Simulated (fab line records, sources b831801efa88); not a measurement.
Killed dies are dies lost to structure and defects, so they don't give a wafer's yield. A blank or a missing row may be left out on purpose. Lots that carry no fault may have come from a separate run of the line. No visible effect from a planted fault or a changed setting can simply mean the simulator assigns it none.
Which tool is to blame? / flow gf180mcu / 14 lots with 42 wafers sampled at 4 steps, on a route of 602 steps

## WHAT THE GAUGES SHOWED, per wafer
GF_V5_THK_MEAS_01.
lot=L244; measured=day 26 14:17; on=film metro-03; V5_CVD_00_THK (nm)=296 302 301
lot=L245; measured=day 27 01:19; on=film metro-03; V5_CVD_00_THK (nm)=303 300 301
lot=L246; measured=day 27 11:13; on=film metro-01; V5_CVD_00_THK (nm)=303 300 300
lot=L247; measured=day 27 16:41; on=film metro-03; V5_CVD_00_THK (nm)=300 294 299
lot=L250; measured=day 28 12:26; on=film metro-02; V5_CVD_00_THK (nm)=292 298 291
lot=L258; measured=day 31 03:00; on=film metro-01; V5_CVD_00_THK (nm)=298 299 301
lot=L259; measured=day 31 06:56; on=film metro-03; V5_CVD_00_THK (nm)=302 299 297
lot=L261; measured=day 31 18:19; on=film metro-02; V5_CVD_00_THK (nm)=296 295 296
lot=L262; measured=day 32 04:39; on=film metro-03; V5_CVD_00_THK (nm)=298 300 303
lot=L263; measured=day 32 05:56; on=film metro-02; V5_CVD_00_THK (nm)=293 299 298
lot=L264; measured=day 32 18:53; on=film metro-02; V5_CVD_00_THK (nm)=301 305 300
lot=L266; measured=day 32 18:53; on=film metro-03; V5_CVD_00_THK (nm)=300 299 300

GF_PASSIVATION_BOW_MEAS_14.
lot=L244; measured=day 29 05:31; on=film metro-02; PASSIVATION_BOW (um)=126 125 135
lot=L245; measured=day 29 15:47; on=film metro-01; PASSIVATION_BOW (um)=137 133 131
lot=L246; measured=day 30 02:38; on=film metro-04; PASSIVATION_BOW (um)=124 122 135
lot=L247; measured=day 30 07:01; on=film metro-04; PASSIVATION_BOW (um)=141 141 155
lot=L250; measured=day 31 00:26; on=film metro-04; PASSIVATION_BOW (um)=132 133 125
lot=L258; measured=day 33 09:56; on=film metro-01; PASSIVATION_BOW (um)=154 161 152
lot=L259; measured=day 33 13:14; on=film metro-02; PASSIVATION_BOW (um)=136 126 134
lot=L261; measured=day 33 23:47; on=film metro-04; PASSIVATION_BOW (um)=126 141 138
lot=L262; measured=day 34 09:33; on=film metro-01; PASSIVATION_BOW (um)=126 131 126
lot=L263; measured=day 34 10:55; on=film metro-02; PASSIVATION_BOW (um)=144 142 137
lot=L264; measured=day 34 23:37; on=film metro-01; PASSIVATION_BOW (um)=124 127 136
lot=L266; measured=day 34 22:07; on=film metro-04; PASSIVATION_BOW (um)=126 120 130

## WHAT TOOL EACH LOT RAN ON (gives the tool, then ch and the chambers of the sampled wafers, and finally the start)
lot=L244; GF_DUAL_GATE_DEVELOP_10=litho track-04 ch 0, day 8 15:58; GF_V5_CVD_02=pecvd-03 ch 0,1,2, day 26 14:20
lot=L245; GF_DUAL_GATE_DEVELOP_10=litho track-03 ch 0, day 8 22:20; GF_V5_CVD_02=pecvd-02 ch 0,1,2, day 27 01:23
lot=L246; GF_DUAL_GATE_DEVELOP_10=litho track-03 ch 0, day 9 04:40; GF_V5_CVD_02=pecvd-04 ch 0,1,2, day 27 11:18
lot=L247; GF_DUAL_GATE_DEVELOP_10=litho track-04 ch 0, day 9 13:01; GF_V5_CVD_02=pecvd-03 ch 1,2, day 27 16:45
lot=L249; GF_DUAL_GATE_DEVELOP_10=litho track-04 ch 0, day 10 04:19; GF_V5_CVD_02=-
lot=L250; GF_DUAL_GATE_DEVELOP_10=litho track-03 ch 0, day 10 08:44; GF_V5_CVD_02=pecvd-03 ch 0,2, day 28 12:30
lot=L251; GF_DUAL_GATE_DEVELOP_10=litho track-04 ch 0, day 10 18:37; GF_V5_CVD_02=-
lot=L258; GF_DUAL_GATE_DEVELOP_10=litho track-03 ch 0, day 12 17:53; GF_V5_CVD_02=pecvd-03 ch 0,1,2, day 31 03:04
lot=L259; GF_DUAL_GATE_DEVELOP_10=litho track-02 ch 0, day 12 20:10; GF_V5_CVD_02=pecvd-02 ch 0,1,2, day 31 06:59
lot=L261; GF_DUAL_GATE_DEVELOP_10=litho track-04 ch 0, day 13 13:58; GF_V5_CVD_02=pecvd-04 ch 0,2, day 31 18:22
lot=L262; GF_DUAL_GATE_DEVELOP_10=litho track-04 ch 0, day 13 19:54; GF_V5_CVD_02=pecvd-02 ch 1,2, day 32 04:42
lot=L263; GF_DUAL_GATE_DEVELOP_10=litho track-04 ch 0, day 14 03:31; GF_V5_CVD_02=pecvd-03 ch 0,1, day 32 06:00
lot=L264; GF_DUAL_GATE_DEVELOP_10=litho track-03 ch 0, day 14 10:56; GF_V5_CVD_02=pecvd-03 ch 1,2, day 32 18:57
lot=L266; GF_DUAL_GATE_DEVELOP_10=litho track-02 ch 0, day 14 22:33; GF_V5_CVD_02=pecvd-02 ch 1,2, day 32 18:56
- GF_DUAL_GATE_DEVELOP_10: develop time 60 s.
- GF_V5_CVD_02: deposits SiO2 from TEOS, target thk 1450 nm, time 163.28 s.

## WHAT THE TOOLS THEMSELVES READ (means of the sampled wafers that have a number; where no wafer has one, the mark that the record gives instead)
GF_V5_CVD_02.
lot=L244; tool=pecvd-03; heater power w (W)=761
lot=L245; tool=pecvd-02; heater power w (W)=693
lot=L246; tool=pecvd-04; heater power w (W)=672
lot=L247; tool=pecvd-03; heater power w (W)=640
lot=L250; tool=pecvd-03; heater power w (W)=706
lot=L258; tool=pecvd-03; heater power w (W)=695
lot=L259; tool=pecvd-02; heater power w (W)=654
lot=L261; tool=pecvd-04; heater power w (W)=703
lot=L262; tool=pecvd-02; heater power w (W)=649
lot=L263; tool=pecvd-03; heater power w (W)=734
lot=L264; tool=pecvd-03; heater power w (W)=618
lot=L266; tool=pecvd-02; heater power w (W)=649

## THE ANSWER, worked out from the rows above alone
Rule: the usual values come from the lots themselves. The widest of any qualifying gaps counts: lots, ordered by their means at a reading, are off when they make up no more than a third of the lots, leave a main group of 4 or more, and stand apart from it by 3 or more times the standard deviation of that group's means. If all means in a main group match to the digits the tables above print for the reading, that group is not used. Also off: a lot with no number at a reading for which 4 or more lots have one. All remaining lots with rows at the step are treated as sound. The gauges are gone through in route order, then the tools' own readings, and for those a lot's mean is taken as printed above. At the first step where some lot is off, the reading lying furthest off is the one used; lots without a number count as furthest.
Nothing can be told from this: no lot is off at any reading shown.

## WHAT HAD BEEN PUT IN BY THE SIMULATOR
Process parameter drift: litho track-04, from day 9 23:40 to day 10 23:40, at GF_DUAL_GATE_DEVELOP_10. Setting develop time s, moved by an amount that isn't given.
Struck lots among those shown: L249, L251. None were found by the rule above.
